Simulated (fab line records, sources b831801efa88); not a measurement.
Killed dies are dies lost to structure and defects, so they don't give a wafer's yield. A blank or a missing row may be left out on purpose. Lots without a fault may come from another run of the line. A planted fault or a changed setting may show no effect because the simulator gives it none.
fab line records | flow sky130
record lots=5 wafers=15 last_day=51
route steps=708 shown NWELL@80 PWDE@84 VT_ADJUST_HVTP@85 VT_ADJUST_LVTN@97
lots that met no fault: from a run of the same line without faults
start_h: hours from the record's first day to the start of the lot's first wafer shown | wait_h: hours since the lot's step before | " the same as in the row above | L1.1+2: a row that stands for several wafers | - no value, or no start given | * or withheld: withheld | < > ~ a bound
route shown NAME@n: a module of which the file shows steps, and the number in the route of the first | usual: mean/standard deviation of fault-free wafers | same: alike in all rows | chamber/n: place in a boat | sites: the reading at each site | _std_site: their standard deviation | _edge_site: outer sites' mean less inner sites' | radius_mm: how far each site lies from the wafer's centre | mask NAME#n: copy n | behind: the tool/chamber that last shaped the wafer | hold: why the lot was held/for how many hours/how that ended | device: the transistor (n, p or np) that didn't switch | end of line: the same wafers' tests at the end of the route | a step without rows: its recipe alone | killed: dies lost to structure and defects at the first sort, not the wafer's yield | map: a wafer's dies, x killed, . not, _ none there
set.NAME: the setting as run; set.NAME@STEP: as run at that earlier step | model.NAME: the simulator's own value behind a step, which no gauge read
lots at some steps of the route; a table a step, a row a wafer
services: from which hour (start_h, from the record's first day; less than 0 if before it) a tool's chamber was out of use, for how many hours, and why
## steps
# step SKY_NWELL_CLEAN_27
# recipe chemistry=SC1/SC2 mix=1:4:20 temp_c=70 time_s=150 dry=n2_spin
# columns lot.wafer tool chamber start_h wait_h
L078.1+2+3 wet_bench-01 3 131.58 0.1
L082.1+5+6 wet_bench-01 0 154.48 0.1
L089.2+3+6 wet_bench-01 0 198.18 0.0
L094.1+4+6 wet_bench-02 2 224.98 0.1
L095.3+4+6 wet_bench-03 1 233.38 0.0
# step SKY_NWELL_RTA_28
# recipe temp_c=1050 time_s=30 idle_temp_c=650 ramp_up_c_per_s=150 ramp_down_c_per_s=90 ambient=N2
# usual lamp_power_pct=25.31/0.054 wafer_temp_C_max=1054.8/0.94
# columns lot.wafer tool chamber start_h wait_h lamp_power_pct wafer_temp_C_max
L078.1 rtp_anneal-02 0 131.63 0.0 25.31 1054.2
L078.2 " 0 " " 25.32 1054.5
L078.3 " 0 " " 25.36 1055.3
L082.1 rtp_anneal-01 0 154.53 0.0 25.31 1053.2
L082.5 " 0 " " 25.23 1056.1
L082.6 " 0 " " 25.34 1054.3
L089.2 rtp_anneal-02 0 198.25 0.0 25.21 1054.3
L089.3 " 0 " " 25.29 1056.6
L089.6 " 0 " " 25.28 1054.2
L094.1 rtp_anneal-01 0 225.03 0.0 25.32 1056.5
L094.4 " 0 " " 25.27 1054.9
L094.6 " 0 " " 25.38 1054.3
L095.3 rtp_anneal-02 0 233.47 0.0 25.37 1054.9
L095.4 " 0 " " 25.28 1054.6
L095.6 " 0 " " 25.25 1053.6
# step SKY_NWELL_RS_MEAS_29
# recipe thk_meas_gauge=four-point-probe
# usual NWELL_RS=624.8/1.5
# columns lot.wafer tool chamber start_h wait_h NWELL_RS[ohm/sq]
L078.1 film_metro-04 - 131.73 0.1 625.6
L078.2 " - " " 623.4
L078.3 " - " " 625.2
L082.1 film_metro-04 - 154.63 0.1 627.8
L082.5 " - " " 625.9
L082.6 " - " " 624.4
L089.2 film_metro-01 - 198.36 0.1 625.8
L089.3 " - " " 623.0
L089.6 " - " " 624.0
L094.1 film_metro-04 - 225.13 0.1 624.8
L094.4 " - " " 624.3
L094.6 " - " " 625.4
L095.3 film_metro-01 - 233.57 0.1 623.1
L095.4 " - " " 624.1
L095.6 " - " " 624.1
# step SKY_NWELL_RS_MEAS_31
# recipe thk_meas_gauge=four-point-probe
# usual PWDE_RS=5273/18
# columns lot.wafer tool chamber start_h wait_h PWDE_RS[ohm/sq]
L078.1 film_metro-04 - 131.97 0.1 5245
L078.2 " - " " 5264
L078.3 " - " " 5250
L082.1 film_metro-04 - 154.87 0.1 5239
L082.5 " - " " 5224
L082.6 " - " " 5242
L089.2 film_metro-01 - 198.60 0.1 5299
L089.3 " - " " 5305
L089.6 " - " " 5287
L094.1 film_metro-04 - 225.37 0.1 5268
L094.4 " - " " 5273
L094.6 " - " " 5248
L095.3 film_metro-01 - 233.81 0.1 5265
L095.4 " - " " 5250
L095.6 " - " " 5244
# step SKY_VT_ADJUST_HVTP_DEHYDRATE_00
# recipe temp_c=200 time_s=60
# usual chill_plate_temp_C=22.99/0.096
# columns lot.wafer tool chamber start_h wait_h chill_plate_temp_C
L078.1 litho_track-04 0 141.08 9.1 23.00
L078.2 " 0 " " 22.94
L078.3 " 0 " " 22.93
L082.1 litho_track-03 0 165.09 10.2 22.82
L082.5 " 0 " " 22.90
L082.6 " 0 " " 22.84
L089.2 litho_track-04 0 208.96 10.3 23.10
L089.3 " 0 " " 23.08
L089.6 " 0 " " 23.03
L094.1 litho_track-03 0 236.34 10.9 22.87
L094.4 " 0 " " 22.87
L094.6 " 0 " " 23.04
L095.3 litho_track-04 0 244.03 10.2 23.14
L095.4 " 0 " " 23.21
L095.6 " 0 " " 23.01
# step SKY_VT_ADJUST_HVTP_HMDS_01
# recipe prime_time_s=60 prime_temp_c=120
# usual chill_plate_temp_C=22.99/0.098
# columns lot.wafer tool chamber start_h wait_h chill_plate_temp_C
L078.1 litho_track-04 0 141.23 0.1 23.03
L078.2 " 0 " " 22.94
L078.3 " 0 " " 23.07
L082.1 litho_track-03 0 165.24 0.1 22.95
L082.5 " 0 " " 22.92
L082.6 " 0 " " 22.89
L089.2 litho_track-04 0 209.11 0.1 23.18
L089.3 " 0 " " 23.05
L089.6 " 0 " " 23.00
L094.1 litho_track-03 0 236.49 0.1 23.11
L094.4 " 0 " " 22.96
L094.6 " 0 " " 22.95
L095.3 litho_track-04 0 244.18 0.1 22.88
L095.4 " 0 " " 23.00
L095.6 " 0 " " 22.91
# step SKY_VT_ADJUST_HVTP_COAT_02
# recipe resist=NOVOLAK spin_rpm=3000 resist_thk_nm=1140
# usual chill_plate_temp_C=23.02/0.11
# columns lot.wafer tool chamber start_h wait_h chill_plate_temp_C
L078.1 litho_track-04 0 141.38 0.1 23.14
L078.2 " 0 " " 23.18
L078.3 " 0 " " 23.32
L082.1 litho_track-03 0 165.39 0.1 23.12
L082.5 " 0 " " 22.86
L082.6 " 0 " " 22.87
L089.2 litho_track-04 0 209.26 0.1 22.97
L089.3 " 0 " " 23.04
L089.6 " 0 " " 23.05
L094.1 litho_track-03 0 236.64 0.1 23.22
L094.4 " 0 " " 23.14
L094.6 " 0 " " 23.17
L095.3 litho_track-04 0 244.33 0.1 22.92
L095.4 " 0 " " 23.00
L095.6 " 0 " " 23.03
# step SKY_VT_ADJUST_HVTP_SOFTBAKE_03
# recipe temp_c=90 time_s=60 resist=NOVOLAK
# usual chill_plate_temp_C=23.00/0.1
# columns lot.wafer tool chamber start_h wait_h chill_plate_temp_C
L078.1 litho_track-04 0 141.53 0.1 23.01
L078.2 " 0 " " 22.92
L078.3 " 0 " " 23.12
L082.1 litho_track-03 0 165.54 0.1 23.13
L082.5 " 0 " " 23.07
L082.6 " 0 " " 23.11
L089.2 litho_track-04 0 209.41 0.1 23.11
L089.3 " 0 " " 23.05
L089.6 " 0 " " 22.99
L094.1 litho_track-03 0 236.79 0.1 23.02
L094.4 " 0 " " 22.96
L094.6 " 0 " " 22.90
L095.3 litho_track-04 0 244.48 0.1 23.04
L095.4 " 0 " " 22.96
L095.6 " 0 " " 23.04
# step SKY_VT_ADJUST_HVTP_EXPOSE_04
# recipe mask_id=HVTPM na=0.6 source_shape=conventional sigma_outer=0.6 polarization=unpolarized target_cd_nm=380 dose_mj=140
# columns lot.wafer tool chamber start_h wait_h mask
L078.1+2+3 iline_stepper-02 0 - - HVTPM#0
L082.1+5+6 iline_stepper-01 0 - - HVTPM#0
L089.2+3+6 iline_stepper-02 0 - - HVTPM#0
L094.1+4+6 iline_stepper-02 0 - - HVTPM#0
L095.3+4+6 iline_stepper-01 0 - - HVTPM#0
# step SKY_VT_ADJUST_HVTP_PEB_05
# recipe temp_c=withheld time_s=* resist=NOVOLAK
# usual chill_plate_temp_C=*
# columns lot.wafer tool chamber start_h wait_h chill_plate_temp_C
L078.1 litho_track-01 0 - - *
L078.2 " 0 " " *
L078.3 " 0 " " *
L082.1 litho_track-04 0 - - *
L082.5 " 0 " " *
L082.6 " 0 " " *
L089.2 litho_track-01 0 - - *
L089.3 " 0 " " *
L089.6 " 0 " " *
L094.1 litho_track-03 0 - - *
L094.4 " 0 " " *
L094.6 " 0 " " *
L095.3 litho_track-03 0 - - *
L095.4 " 0 " " *
L095.6 " 0 " " *
# step SKY_VT_ADJUST_HVTP_DEVELOP_06
# recipe resist=NOVOLAK developer=TMAH develop_time_s=60 dev_temp_c=23
# usual chill_plate_temp_C=23.04/0.11
# columns lot.wafer tool chamber start_h wait_h chill_plate_temp_C
L078.1 litho_track-01 0 151.53 0.1 23.00
L078.2 " 0 " " 22.99
L078.3 " 0 " " 22.94
L082.1 litho_track-04 0 174.78 0.1 23.11
L082.5 " 0 " " 22.95
L082.6 " 0 " " 22.84
L089.2 litho_track-01 0 220.11 0.1 22.81
L089.3 " 0 " " 22.86
L089.6 " 0 " " 23.10
L094.1 litho_track-03 0 247.74 0.1 23.14
L094.4 " 0 " " 23.12
L094.6 " 0 " " 23.10
L095.3 litho_track-03 0 256.24 0.1 23.23
L095.4 " 0 " " 23.25
L095.6 " 0 " " 23.17
# step SKY_VT_ADJUST_HVTP_CD_MEAS_07
# recipe target_cd_nm=380
# usual cd_nm=379.8/2.8
# columns lot.wafer tool chamber start_h wait_h cd_nm
L078.1 cd_sem-01 - 151.68 0.1 377.9
L078.2 " - " " 381.5
L078.3 " - " " 378.4
L082.1 cd_sem-01 - 174.93 0.1 375.2
L082.5 " - " " 373.4
L082.6 " - " " 374.1
L089.2 cd_sem-01 - 220.25 0.1 379.8
L089.3 " - " " 378.0
L089.6 " - " " 381.5
L094.1 cd_sem-01 - 247.89 0.1 381.2
L094.4 " - " " 380.1
L094.6 " - " " 378.5
L095.3 cd_sem-01 - 256.38 0.1 380.8
L095.4 " - " " 377.9
L095.6 " - " " 380.2
# step SKY_VT_ADJUST_HVTP_OVL_MEAS_08
# usual VT_ADJUST_HVTP_OVL=0.5/1.2
# columns lot.wafer tool chamber start_h wait_h VT_ADJUST_HVTP_OVL[nm]
L078.1 overlay-01 - 151.80 0.1 -0.5
L078.2 " - " " -1.0
L078.3 " - " " -0.1
L082.1 overlay-02 - 175.05 0.1 -1.3
L082.5 " - " " 2.0
L082.6 " - " " 0.5
L089.2 overlay-01 - 220.36 0.1 -1.9
L089.3 " - " " 2.8
L089.6 " - " " 1.2
L094.1 overlay-01 - 248.01 0.1 -0.6
L094.4 " - " " -0.4
L094.6 " - " " -0.9
L095.3 overlay-01 - 256.47 0.1 0.6
L095.4 " - " " 0.3
L095.6 " - " " -0.9
# step SKY_VT_ADJUST_HVTP_IMPLANT_09
# recipe species=As energy_kev=150 dose_cm2=4.3e+12 tilt_deg=withheld
# columns lot.wafer tool chamber start_h wait_h
L078.1+2+3 implanter-04 0 151.84 0.0
L082.1+5+6 implanter-03 0 175.09 0.0
L089.2+3+6 implanter-01 0 220.41 0.0
L094.1+4+6 implanter-01 0 248.04 0.0
L095.3+4+6 implanter-01 0 256.54 0.1
# step SKY_VT_ADJUST_HVTP_STRIP_10
# recipe chemistry=O2/N2 power_w=1400 pressure_mtorr=1500 platen_temp_c=withheld o2_flow_sccm=3000 n2_flow_sccm=300 overash_fraction=0.5
# usual chamber_pressure_mTorr=1500.0/1.3 drypump_motor_current_A=5.5/0.4 oes_product_au=0.716/0.0045 strip_time_to_endpoint_s=14.18/0.043
# columns lot.wafer tool chamber start_h wait_h chamber_pressure_mTorr drypump_motor_current_A oes_product_au rf_hours_counter_h strip_time_to_endpoint_s
L078.1 plasma_asher-01 1 151.99 0.1 1499.4 5.9 0.725 3 14.15
L078.2 " 0 " " 1500.1 4.8 0.720 3 14.14
L078.3 " 1 " " 1501.8 6.0 0.714 - 14.15
L082.1 plasma_asher-01 0 175.24 0.1 1499.2 4.7 0.715 5 14.19
L082.5 " 1 " " 1501.9 5.9 0.719 - 14.19
L082.6 " 0 " " 1499.7 4.7 0.716 - 14.18
L089.2 plasma_asher-03 0 220.54 0.1 1499.2 5.9 0.720 41 14.14
L089.3 " 1 " " 1497.8 5.5 0.712 - 14.13
L089.6 " 1 " " 1501.2 5.5 0.720 - 14.16
L094.1 plasma_asher-03 0 248.19 0.1 1498.6 5.9 0.713 43 14.22
L094.4 " 1 " " 1498.9 5.4 0.709 - 14.13
L094.6 " 0 " " 1500.3 5.9 0.709 - 14.23
L095.3 plasma_asher-01 1 256.68 0.1 1501.0 6.0 0.719 - 14.20
L095.4 " 0 " " 1501.6 4.7 0.713 - 14.23
L095.6 " 0 " " 1502.6 4.7 0.716 - 14.23
# step SKY_VT_ADJUST_HVTP_TW_MEAS_11
# usual VT_ADJUST_HVTP_TW=1348/16
# columns lot.wafer tool chamber start_h wait_h VT_ADJUST_HVTP_TW
L078.1 film_metro-04 - 152.09 0.1 1370
L078.2 " - " " 1366
L078.3 " - " " 1363
L082.1 film_metro-04 - 175.34 0.1 1369
L082.5 " - " " 1372
L082.6 " - " " 1366
L089.2 film_metro-03 - 220.65 0.1 1343
L089.3 " - " " 1339
L089.6 " - " " 1339
L094.1 film_metro-03 - 248.29 0.1 1324
L094.4 " - " " 1335
L094.6 " - " " 1336
L095.3 film_metro-02 - 256.76 0.1 1361
L095.4 " - " " 1367
L095.6 " - " " 1356
# step SKY_VT_ADJUST_LVTN_DEHYDRATE_00
# recipe temp_c=200 time_s=60
# usual chill_plate_temp_C=22.99/0.11
# columns lot.wafer tool chamber start_h wait_h chill_plate_temp_C
L078.1 litho_track-01 0 161.38 9.3 22.86
L078.2 " 0 " " 23.07
L078.3 " 0 " " 22.97
L082.1 litho_track-02 0 184.89 9.5 22.84
L082.5 " 0 " " 22.92
L082.6 " 0 " " 22.81
L089.2 litho_track-04 0 232.46 11.8 22.92
L089.3 " 0 " " 22.95
L089.6 " 0 " " 22.83
L094.1 litho_track-01 0 259.33 11.0 23.04
L094.4 " 0 " " 23.03
L094.6 " 0 " " 22.84
L095.3 litho_track-01 0 267.73 11.0 22.98
L095.4 " 0 " " 23.10
L095.6 " 0 " " 23.16
# step SKY_VT_ADJUST_LVTN_HMDS_01
# recipe prime_time_s=60 prime_temp_c=120
# usual chill_plate_temp_C=22.97/0.12
# columns lot.wafer tool chamber start_h wait_h chill_plate_temp_C
L078.1 litho_track-01 0 161.53 0.1 22.96
L078.2 " 0 " " 23.00
L078.3 " 0 " " 23.09
L082.1 litho_track-02 0 185.04 0.1 22.88
L082.5 " 0 " " 23.06
L082.6 " 0 " " 23.12
L089.2 litho_track-04 0 232.61 0.1 23.08
L089.3 " 0 " " 22.86
L089.6 " 0 " " 22.86
L094.1 litho_track-01 0 259.48 0.1 22.76
L094.4 " 0 " " 22.89
L094.6 " 0 " " 22.93
L095.3 litho_track-01 0 267.88 0.1 23.16
L095.4 " 0 " " 23.05
L095.6 " 0 " " 22.99
# step SKY_VT_ADJUST_LVTN_COAT_02
# recipe spin_rpm=2000 resist_thk_nm=3000
# usual chill_plate_temp_C=23.00/0.12
# columns lot.wafer tool chamber start_h wait_h chill_plate_temp_C
L078.1 litho_track-01 0 161.68 0.1 22.89
L078.2 " 0 " " 22.83
L078.3 " 0 " " 22.99
L082.1 litho_track-02 0 185.19 0.1 22.86
L082.5 " 0 " " 22.82
L082.6 " 0 " " 23.06
L089.2 litho_track-04 0 232.76 0.1 23.06
L089.3 " 0 " " 22.97
L089.6 " 0 " " 22.99
L094.1 litho_track-01 0 259.63 0.1 22.98
L094.4 " 0 " " 22.88
L094.6 " 0 " " 23.03
L095.3 litho_track-01 0 268.03 0.1 22.90
L095.4 " 0 " " 22.65
L095.6 " 0 " " 22.91
# step SKY_VT_ADJUST_LVTN_SOFTBAKE_03
# recipe temp_c=110 time_s=withheld
# usual chill_plate_temp_C=23.01/0.087
# columns lot.wafer tool chamber start_h wait_h chill_plate_temp_C
L078.1 litho_track-01 0 161.83 0.1 22.88
L078.2 " 0 " " 23.01
L078.3 " 0 " " 22.76
L082.1 litho_track-02 0 185.34 0.1 23.02
L082.5 " 0 " " 23.06
L082.6 " 0 " " 22.94
L089.2 litho_track-04 0 232.91 0.1 23.04
L089.3 " 0 " " 23.08
L089.6 " 0 " " 23.10
L094.1 litho_track-01 0 259.78 0.1 22.93
L094.4 " 0 " " 22.99
L094.6 " 0 " " 23.05
L095.3 litho_track-01 0 268.20 0.1 23.11
L095.4 " 0 " " 23.03
L095.6 " 0 " " 23.01
# step SKY_VT_ADJUST_LVTN_EXPOSE_04
# recipe mask_id=NWM_COMPLEMENT_LESS_NATIVE na=0.6 source_shape=conventional sigma_outer=0.6 polarization=unpolarized target_cd_nm=840 dose_mj=194
# columns lot.wafer tool chamber start_h wait_h mask
L078.1+2+3 iline_stepper-01 0 - - NWM_COMPLEMENT_LESS_NATIVE#0
L082.1+5+6 iline_stepper-02 0 - - NWM_COMPLEMENT_LESS_NATIVE#0
L089.2+3+6 iline_stepper-01 0 - - NWM_COMPLEMENT_LESS_NATIVE#0
L094.1+4+6 iline_stepper-02 0 - - NWM_COMPLEMENT_LESS_NATIVE#0
L095.3+4+6 iline_stepper-02 0 - - NWM_COMPLEMENT_LESS_NATIVE#0
# step SKY_VT_ADJUST_LVTN_PEB_05
# recipe temp_c=115 time_s=withheld
# usual chill_plate_temp_C=23.01/0.11
# columns lot.wafer tool chamber start_h wait_h chill_plate_temp_C
L078.1 litho_track-04 0 - - 22.90
L078.2 " 0 " " 22.90
L078.3 " 0 " " 22.93
L082.1 litho_track-04 0 - - 23.04
L082.5 " 0 " " 22.98
L082.6 " 0 " " 22.99
L089.2 litho_track-01 0 - - 23.05
L089.3 " 0 " " 22.98
L089.6 " 0 " " 22.99
L094.1 litho_track-04 0 - - 22.93
L094.4 " 0 " " 22.94
L094.6 " 0 " " 22.92
L095.3 litho_track-01 0 - - 22.88
L095.4 " 0 " " 22.90
L095.6 " 0 " " 22.88
# step SKY_VT_ADJUST_LVTN_DEVELOP_06
# recipe wall_angle_deg=90 developer=TMAH develop_time_s=60 dev_temp_c=23
# usual chill_plate_temp_C=23.00/0.1
# columns lot.wafer tool chamber start_h wait_h chill_plate_temp_C
L078.1 litho_track-04 0 - - 22.94
L078.2 " 0 " " 23.08
L078.3 " 0 " " 22.86
L082.1 litho_track-04 0 - - 22.82
L082.5 " 0 " " 22.93
L082.6 " 0 " " 22.91
L089.2 litho_track-01 0 - - 22.84
L089.3 " 0 " " 23.01
L089.6 " 0 " " 23.00
L094.1 litho_track-04 0 - - 22.79
L094.4 " 0 " " 22.89
L094.6 " 0 " " 22.90
L095.3 litho_track-01 0 - - 23.01
L095.4 " 0 " " 22.91
L095.6 " 0 " " 22.98
# step SKY_VT_ADJUST_LVTN_OVL_MEAS_07
# usual VT_ADJUST_LVTN_OVL=0.3/1.5
# columns lot.wafer tool chamber start_h wait_h VT_ADJUST_LVTN_OVL[nm]
L078.1 overlay-01 - 172.43 - 0.0
L078.2 " - " " -1.4
L078.3 " - " " 0.5
L082.1 overlay-02 - 195.93 - 1.0
L082.5 " - " " 3.0
L082.6 " - " " 1.7
L089.2 overlay-01 - 243.84 - -1.2
L089.3 " - " " 0.4
L089.6 " - " " -0.1
L094.1 overlay-01 - 271.33 - 2.3
L094.4 " - " " 1.1
L094.6 " - " " 0.5
L095.3 overlay-02 - 280.79 - 2.5
L095.4 " - " " 1.3
L095.6 " - " " 1.9
# step SKY_VT_ADJUST_LVTN_IMPLANT_08
# recipe species=B energy_kev=30 dose_cm2=1.57e+12 tilt_deg=withheld
# columns lot.wafer tool chamber start_h wait_h
L078.1+2+3 implanter-01 0 172.47 0.0
L082.1+5+6 implanter-03 0 195.97 0.0
L089.2+3+6 implanter-02 0 243.89 0.0
L094.1+4+6 implanter-03 0 271.37 0.0
L095.3+4+6 implanter-02 0 280.87 0.1
# step SKY_VT_ADJUST_LVTN_STRIP_09
# recipe chemistry=O2/N2 power_w=1400 pressure_mtorr=1500 platen_temp_c=withheld o2_flow_sccm=3000 n2_flow_sccm=300 overash_fraction=0.5
# usual chamber_pressure_mTorr=1500.0/1.4 drypump_motor_current_A=5.6/0.42 oes_product_au=0.722/0.005 strip_time_to_endpoint_s=36.94/0.095
# columns lot.wafer tool chamber start_h wait_h chamber_pressure_mTorr drypump_motor_current_A oes_product_au rf_hours_counter_h strip_time_to_endpoint_s
L078.1 plasma_asher-01 1 172.62 0.1 1499.3 5.9 0.720 5 37.11
L078.2 " 0 " " 1498.0 4.8 0.727 5 37.03
L078.3 " 1 " " 1501.1 5.9 0.726 - 37.07
L082.1 plasma_asher-03 0 196.12 0.1 1501.0 5.9 0.724 38 36.90
L082.5 " 0 " " 1499.0 5.9 0.718 - 36.84
L082.6 " 1 " " 1500.4 5.4 0.721 - 36.89
L089.2 plasma_asher-03 1 244.02 0.1 1502.0 5.5 0.714 43 36.97
L089.3 " 1 " " 1499.9 5.5 0.723 - 36.92
L089.6 " 0 " " 1500.6 5.9 0.719 - 37.07
L094.1 plasma_asher-03 0 271.52 0.1 1501.5 5.9 0.719 46 36.85
L094.4 " 1 " " 1500.5 5.5 0.716 - 36.95
L094.6 " 1 " " 1498.5 5.5 0.727 - 36.88
L095.3 plasma_asher-04 0 281.00 0.1 1499.8 5.8 0.729 - 36.92
L095.4 " 1 " " 1501.0 5.6 0.717 - 36.94
L095.6 " 0 " " 1499.4 5.7 0.718 - 37.00
# step SKY_VT_ADJUST_LVTN_TW_MEAS_10
# usual VT_ADJUST_LVTN_TW=240.8/2.4
# columns lot.wafer tool chamber start_h wait_h VT_ADJUST_LVTN_TW
L078.1 film_metro-01 - 172.72 0.1 243.3
L078.2 " - " " 242.6
L078.3 " - " " 241.8
L082.1 film_metro-03 - 196.22 0.1 236.9
L082.5 " - " " 237.3
L082.6 " - " " 237.8
L089.2 film_metro-01 - 244.13 0.1 242.3
L089.3 " - " " 242.6
L089.6 " - " " 242.9
L094.1 film_metro-02 - 271.62 0.1 242.7
L094.4 " - " " 243.1
L094.6 " - " " 242.8
L095.3 film_metro-02 - 281.09 0.1 243.1
L095.4 " - " " 242.1
L095.6 " - " " 241.3
# step SKY_VT_ADJUST_LVTN_DEHYDRATE_11
# recipe temp_c=200 time_s=60
# usual chill_plate_temp_C=22.99/0.094
# columns lot.wafer tool chamber start_h wait_h chill_plate_temp_C
L078.1 litho_track-01 0 182.58 9.9 23.02
L078.2 " 0 " " 23.11
L078.3 " 0 " " 23.03
L082.1 litho_track-02 0 206.14 9.9 23.13
L082.5 " 0 " " 23.00
L082.6 " 0 " " 23.09
L089.2 litho_track-04 0 255.26 11.1 22.84
L089.3 " 0 " " 22.86
L089.6 " 0 " " 22.79
L094.1 litho_track-04 0 284.43 12.8 23.12
L094.4 " 0 " " 22.89
L094.6 " 0 " " 23.01
L095.3 litho_track-04 0 293.23 12.1 22.97
L095.4 " 0 " " 22.92
L095.6 " 0 " " 22.98
# step SKY_VT_ADJUST_LVTN_HMDS_12
# recipe prime_time_s=60 prime_temp_c=120
# usual chill_plate_temp_C=23.00/0.094
# columns lot.wafer tool chamber start_h wait_h chill_plate_temp_C
L078.1 litho_track-01 0 182.73 0.1 23.00
L078.2 " 0 " " 23.04
L078.3 " 0 " " 22.97
L082.1 litho_track-02 0 206.29 0.1 23.09
L082.5 " 0 " " 23.15
L082.6 " 0 " " 23.11
L089.2 litho_track-04 0 255.41 0.1 22.99
L089.3 " 0 " " 22.89
L089.6 " 0 " " 22.91
L094.1 litho_track-04 0 284.58 0.1 23.05
L094.4 " 0 " " 23.14
L094.6 " 0 " " 23.05
L095.3 litho_track-04 0 293.38 0.1 22.86
L095.4 " 0 " " 22.96
L095.6 " 0 " " 23.18
# step SKY_VT_ADJUST_LVTN_COAT_13
# recipe resist=NOVOLAK spin_rpm=3000 resist_thk_nm=1140
# usual chill_plate_temp_C=23.02/0.11
# columns lot.wafer tool chamber start_h wait_h chill_plate_temp_C
L078.1 litho_track-01 0 182.88 0.1 23.15
L078.2 " 0 " " 22.97
L078.3 " 0 " " 22.90
L082.1 litho_track-02 0 206.44 0.1 23.05
L082.5 " 0 " " 22.75
L082.6 " 0 " " 23.05
L089.2 litho_track-04 0 255.56 0.1 23.00
L089.3 " 0 " " 23.01
L089.6 " 0 " " 22.84
L094.1 litho_track-04 0 284.73 0.1 23.14
L094.4 " 0 " " 23.13
L094.6 " 0 " " 22.90
L095.3 litho_track-04 0 293.53 0.1 22.92
L095.4 " 0 " " 23.04
L095.6 " 0 " " 22.92
# step SKY_VT_ADJUST_LVTN_SOFTBAKE_14
# recipe temp_c=90 time_s=60 resist=NOVOLAK
# usual chill_plate_temp_C=22.99/0.11
# columns lot.wafer tool chamber start_h wait_h chill_plate_temp_C
L078.1 litho_track-01 0 183.03 0.1 23.10
L078.2 " 0 " " 23.02
L078.3 " 0 " " 23.23
L082.1 litho_track-02 0 206.59 0.1 22.90
L082.5 " 0 " " 22.95
L082.6 " 0 " " 23.04
L089.2 litho_track-04 0 255.71 0.1 23.12
L089.3 " 0 " " 23.11
L089.6 " 0 " " 23.15
L094.1 litho_track-04 0 284.88 0.1 23.09
L094.4 " 0 " " 23.22
L094.6 " 0 " " 23.17
L095.3 litho_track-04 0 293.68 0.1 23.15
L095.4 " 0 " " 23.16
L095.6 " 0 " " 23.11
# step SKY_VT_ADJUST_LVTN_EXPOSE_15
# recipe mask_id=HVN_STD_DERIVED na=0.6 source_shape=conventional sigma_outer=0.6 polarization=unpolarized target_cd_nm=600 dose_mj=163
# columns lot.wafer tool chamber start_h wait_h mask
L078.1+2+3 iline_stepper-02 0 - - HVN_STD_DERIVED#0
L082.1+5+6 iline_stepper-02 0 - - HVN_STD_DERIVED#0
L089.2+3+6 iline_stepper-01 0 - - HVN_STD_DERIVED#0
L094.1+4+6 iline_stepper-02 0 - - HVN_STD_DERIVED#0
L095.3+4+6 iline_stepper-01 0 - - HVN_STD_DERIVED#0
# step SKY_VT_ADJUST_LVTN_PEB_16
# recipe temp_c=withheld time_s=* resist=NOVOLAK
# usual chill_plate_temp_C=*
# columns lot.wafer tool chamber start_h wait_h chill_plate_temp_C
L078.1 litho_track-04 0 - - *
L078.2 " 0 " " *
L078.3 " 0 " " *
L082.1 litho_track-04 0 - - *
L082.5 " 0 " " *
L082.6 " 0 " " *
L089.2 litho_track-02 0 - - *
L089.3 " 0 " " *
L089.6 " 0 " " *
L094.1 litho_track-04 0 - - *
L094.4 " 0 " " *
L094.6 " 0 " " *
L095.3 litho_track-02 0 - - *
L095.4 " 0 " " *
L095.6 " 0 " " *
# step SKY_VT_ADJUST_LVTN_DEVELOP_17
# recipe resist=NOVOLAK developer=TMAH develop_time_s=60 dev_temp_c=23
# usual chill_plate_temp_C=22.98/0.12
# columns lot.wafer tool chamber start_h wait_h chill_plate_temp_C
L078.1 litho_track-04 0 193.68 0.1 23.10
L078.2 " 0 " " 23.24
L078.3 " 0 " " 22.99
L082.1 litho_track-04 0 217.13 0.1 22.97
L082.5 " 0 " " 22.94
L082.6 " 0 " " 22.97
L089.2 litho_track-02 0 267.06 0.1 22.86
L089.3 " 0 " " 22.96
L089.6 " 0 " " 22.79
L094.1 litho_track-04 0 297.03 0.1 22.78
L094.4 " 0 " " 23.06
L094.6 " 0 " " 23.00
L095.3 litho_track-02 0 306.09 0.1 23.16
L095.4 " 0 " " 23.23
L095.6 " 0 " " 23.21
# step SKY_VT_ADJUST_LVTN_OVL_MEAS_18
# usual VT_ADJUST_LVTN_01_OVL=0.2/1.6
# columns lot.wafer tool chamber start_h wait_h VT_ADJUST_LVTN_01_OVL[nm]
L078.1 overlay-02 - 193.83 0.1 0.5
L078.2 " - " " 1.8
L078.3 " - " " 2.6
L082.1 overlay-01 - 217.28 0.1 -2.5
L082.5 " - " " -0.8
L082.6 " - " " -1.8
L089.2 overlay-01 - 267.19 0.1 0.7
L089.3 " - " " -0.8
L089.6 " - " " 0.1
L094.1 overlay-02 - 297.18 0.1 0.1
L094.4 " - " " -0.1
L094.6 " - " " -0.2
L095.3 overlay-02 - 306.20 0.1 -0.8
L095.4 " - " " -3.1
L095.6 " - " " -0.7
# step SKY_VT_ADJUST_LVTN_IMPLANT_19
# recipe species=B energy_kev=30 dose_cm2=6.5e+11 tilt_deg=withheld
# columns lot.wafer tool chamber start_h wait_h
L078.1+2+3 implanter-01 0 193.87 0.0
L082.1+5+6 implanter-03 0 217.32 0.0
L089.2+3+6 implanter-03 0 267.25 0.0
L094.1+4+6 implanter-02 0 297.22 0.0
L095.3+4+6 implanter-02 0 306.27 0.1
## services
# columns tool chamber start_h hours kind
plasma_asher-01 - 108.75 9.0 pm
implanter-04 - 111.22 1.6 repair
iline_stepper-02 - 113.85 1.7 pm
implanter-03 - 133.79 2.7 repair
rtp_anneal-02 - 138.84 0.9 pm
implanter-01 - 150.38 5.6 pm
implanter-04 - 187.24 8.6 repair
iline_stepper-01 - 187.85 4.0 repair
implanter-04 - 197.06 4.2 pm
rtp_anneal-01 - 199.11 3.6 pm
implanter-04 - 232.80 1.5 repair
iline_stepper-01 - 242.56 1.7 pm
implanter-01 - 245.29 1.1 repair
implanter-03 - 246.34 3.7 pm
plasma_asher-04 - 247.42 4.9 repair
implanter-02 - 249.83 10.3 repair
plasma_asher-03 - 256.09 0.7 repair
implanter-02 - 266.00 2.1 pm
plasma_asher-01 - 271.29 1.3 repair
implanter-02 - 284.94 1.3 repair
implanter-01 - 297.10 2.4 repair
plasma_asher-03 - 297.28 13.5 repair
plasma_asher-01 - 297.56 0.5 repair
plasma_asher-03 - 301.51 1.0 repair
## key
fault none
